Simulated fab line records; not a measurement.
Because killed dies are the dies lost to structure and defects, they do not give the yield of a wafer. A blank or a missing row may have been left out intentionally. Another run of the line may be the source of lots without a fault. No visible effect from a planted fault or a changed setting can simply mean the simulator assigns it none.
Which tool is to blame?	flow sky130	12 lots, 33 wafers sampled, at 6 steps of a route of 708

## WHAT THE GAUGES SHOWED, per wafer
SKY_LDD_HVN_TW_MEAS_10. Usual: for LDD_HVN_TW the level is 1445 and the standard deviation is 23.
lot	measured	on	LDD_HVN_TW	flag
L983	day 20 20:29	film_metro-04	1452 1447 1445	
L984	day 21 06:34	film_metro-04	1464 1462 1466	
L986	day 21 17:55	film_metro-04	1456 1458 1464	
L985	day 21 20:09	film_metro-04	1469 1469 1459	
L987	day 22 01:51	film_metro-04	1472 1471	
L990	day 23 02:58	film_metro-02	1436 1441	
L991	day 23 12:05	film_metro-04	1472 1466	
L997	day 25 11:14	film_metro-04	1461 1463 1463	
L101	day 26 23:49	film_metro-02	1446 1443 1442	
L103	day 27 12:22	film_metro-01	1409 1399 1407	
L104	day 28 01:39	film_metro-01	1413 1419 1414	
L106	day 28 07:21	film_metro-01	1415 1420 1413	

SKY_POLY_CUT_CD_MEAS_08: target cd 270 nm. Usual: 270.4 nm for cd_nm, sd 1.3.
lot	measured	on	cd_nm (nm)	flag
L983	day 24 19:35	cd_sem-01	269.1 269.4 271.0	
L984	day 25 04:04	cd_sem-01	269.2 268.9 271.7	
L986	day 25 14:25	cd_sem-01	272.4 272.1 272.3	
L985	day 25 17:43	cd_sem-01	270.9 270.9 270.9	
L987	day 25 22:18	cd_sem-01	271.4 271.0	
L990	day 26 22:18	cd_sem-01	269.7 270.4	
L991	day 27 07:28	cd_sem-01	269.8 268.7	
L997	day 29 07:13	cd_sem-02	269.2 268.1 268.4	
L101	day 30 15:15	cd_sem-01	270.1 270.0 270.9	
L103	day 31 03:51	cd_sem-02	268.4 268.8 267.7	
L104	day 31 16:23	cd_sem-02	270.1 270.6 270.6	
L106	day 31 23:41	cd_sem-01	269.3 270.6 269.6	

SKY_SD_N_RS_MEAS_16: measurement is done with a four-point probe. Usual: for SD_N_RS the level is 68.56 ohm/sq and the standard deviation is 0.12.
lot	measured	on	SD_N_RS (ohm/sq)	flag
L983	day 28 12:22	film_metro-01	68.74 68.63 68.63	
L984	day 28 21:26	film_metro-04	68.64 68.59 68.43	
L986	day 29 06:42	film_metro-02	68.53 68.51 68.45	
L985	day 29 10:32	film_metro-02	68.59 68.53 68.63	
L987	day 29 12:58	film_metro-04	70.16 69.89 69.78 69.95	OFF
L990	day 30 14:06	film_metro-01	68.86 70.22 68.76 70.17	OFF
L991	day 30 21:55	film_metro-01	70.11 68.64 70.37 68.70	OFF
L997	day 32 19:55	film_metro-04	68.47 68.46 68.50	
L101	day 34 02:08	film_metro-01	68.60 68.53 68.71	
L103	day 34 13:41	film_metro-02	68.60 68.62 68.65	
L104	day 35 01:56	film_metro-04	68.47 68.60 68.47	
L106	day 35 09:19	film_metro-04	68.54 68.47 68.50	

## WHAT TOOL EACH LOT RAN ON (gives the tool, then ch and the chambers of the sampled wafers, and finally the start)
lot	SKY_SPACER_ETCHBACK_02	SKY_SD_N_IMPLANT_09	SKY_SD_N_STRIP_11
L983	rie_diel-02 ch 0,1,3, day 23 12:55	implanter-01 ch 0, day 28 11:41	plasma_asher-03 ch 0, day 28 11:59
L984	rie_diel-03 ch 0,2,3, day 23 22:17	implanter-02 ch 0, day 28 20:45	plasma_asher-03 ch 0, day 28 21:02
L986	rie_diel-01 ch 1,2,3, day 24 08:15	implanter-03 ch 0, day 29 06:01	plasma_asher-03 ch 0,1, day 29 06:18
L985	rie_diel-01 ch 0,1, day 24 11:51	implanter-02 ch 0, day 29 09:51	plasma_asher-03 ch 0,1, day 29 10:08
L987	rie_diel-03 ch 0,1, day 24 16:38	implanter-02 ch 0, day 29 12:17	plasma_asher-01 ch 0,1, day 29 12:35
L990	rie_diel-02 ch 0,2, day 25 17:23	implanter-02 ch 0, day 30 13:25	plasma_asher-03 ch 1, day 30 13:42
L991	rie_diel-03 ch 0,2, day 26 02:39	implanter-02 ch 0, day 30 21:14	plasma_asher-01 ch 0,1, day 30 21:32
L997	rie_diel-03 ch 0,2,3, day 28 02:18	implanter-01 ch 0, day 32 19:11	plasma_asher-03 ch 0,1, day 32 19:29
L101	rie_diel-01 ch 1,2,3, day 29 11:31	implanter-02 ch 0, day 34 01:27	plasma_asher-01 ch 0,1, day 34 01:45
L103	rie_diel-01 ch 0,1, day 29 23:44	implanter-01 ch 0, day 34 13:00	plasma_asher-04 ch 0,1, day 34 13:18
L104	rie_diel-02 ch 0,2,3, day 30 12:37	implanter-01 ch 0, day 35 01:16	plasma_asher-01 ch 0, day 35 01:32
L106	rie_diel-03 ch 0,2,3, day 30 19:38	implanter-02 ch 0, day 35 08:38	plasma_asher-03 ch 0,1, day 35 08:55
- SKY_SPACER_ETCHBACK_02: etches Si3N4 in CH3F/O2, stops on SiO2, time 46.7 s, target depth 45 nm.
- SKY_SD_N_IMPLANT_09
- SKY_SD_N_STRIP_11: strips in O2/N2.

## AS READ BY THE TOOLS THEMSELVES (means over the sampled wafers that have a number; for cases with no such wafer, the mark the record gives instead)
SKY_SPACER_ETCHBACK_02. Usual: drypump_motor_current_A 5.5 A, standard deviation 0.38; oes_product_au 0.855 a.u., standard deviation 0.0071; throttle_valve_pct 10.562 %, standard deviation 0.0085.
lot	tool	drypump_motor_current_A (A)	oes_product_au (a.u.)	throttle_valve_pct (%)	flag
L983	rie_diel-02	5.7	0.854	10.562	
L984	rie_diel-03	5.3	0.859	10.561	
L986	rie_diel-01	5.7	0.852	10.564	
L985	rie_diel-01	5.7	0.850	10.564	
L987	rie_diel-03	5.2	0.860	10.552	
L990	rie_diel-02	5.6	0.873	10.555	
L991	rie_diel-03	4.9	0.853	10.562	
L997	rie_diel-03	5.3	0.851	10.560	
L101	rie_diel-01	5.7	0.858	10.559	
L103	rie_diel-01	5.7	0.849	10.561	
L104	rie_diel-02	5.6	0.865	10.572	
L106	rie_diel-03	5.3	0.856	10.569	

SKY_SD_N_STRIP_11. Usual: drypump_motor_current_A 5.9 A, standard deviation 0.53; oes_product_au 0.528 a.u., standard deviation 0.0046; strip_time_to_endpoint_s 22.57 s, standard deviation 0.046.
lot	tool	drypump_motor_current_A (A)	oes_product_au (a.u.)	strip_time_to_endpoint_s (s)	flag
L983	plasma_asher-03	6.3	0.529	22.52	
L984	plasma_asher-03	6.3	0.523	22.54	
L986	plasma_asher-03	6.4	0.531	22.56	
L985	plasma_asher-03	6.4	0.527	22.59	
L987	plasma_asher-01	5.5	0.535	21.96	OFF
L990	plasma_asher-03	6.5	0.529	22.24	OFF
L991	plasma_asher-01	5.5	0.534	22.34	OFF
L997	plasma_asher-03	6.4	0.522	22.65	
L101	plasma_asher-01	5.4	0.524	22.62	
L103	plasma_asher-04	5.6	0.531	22.58	
L104	plasma_asher-01	5.2	0.529	22.64	
L106	plasma_asher-03	6.4	0.524	22.49	

## THE ANSWER, worked out from the rows above alone
Rule: take the mean of a lot's wafers that have a number; if it is more than 3 standard deviations from the usual mean, the lot is off. Also off: a lot with no number at a reading for which 4 or more lots have one. The other lots that the step has rows for count as sound. First the gauges in route order, then the tools' own readings, where a lot's mean is used as printed above. At the first step where some lot is off, the reading lying furthest off is the one used; lots without a number count as furthest.
Off: L987, L990, L991, seen at SKY_SD_N_RS_MEAS_16 (SD_N_RS).
A tool fits if, at a process step before that reading, it ran every lot that is off, and no sound lot after the first of them. Not tried: the gauges at SKY_SD_N_RS_MEAS_16; whatever is off there is also off at SKY_SD_N_STRIP_11, on other tools, and gauge error can't account for it. None of those tried fits.

## WHAT HAD BEEN PUT IN BY THE SIMULATOR
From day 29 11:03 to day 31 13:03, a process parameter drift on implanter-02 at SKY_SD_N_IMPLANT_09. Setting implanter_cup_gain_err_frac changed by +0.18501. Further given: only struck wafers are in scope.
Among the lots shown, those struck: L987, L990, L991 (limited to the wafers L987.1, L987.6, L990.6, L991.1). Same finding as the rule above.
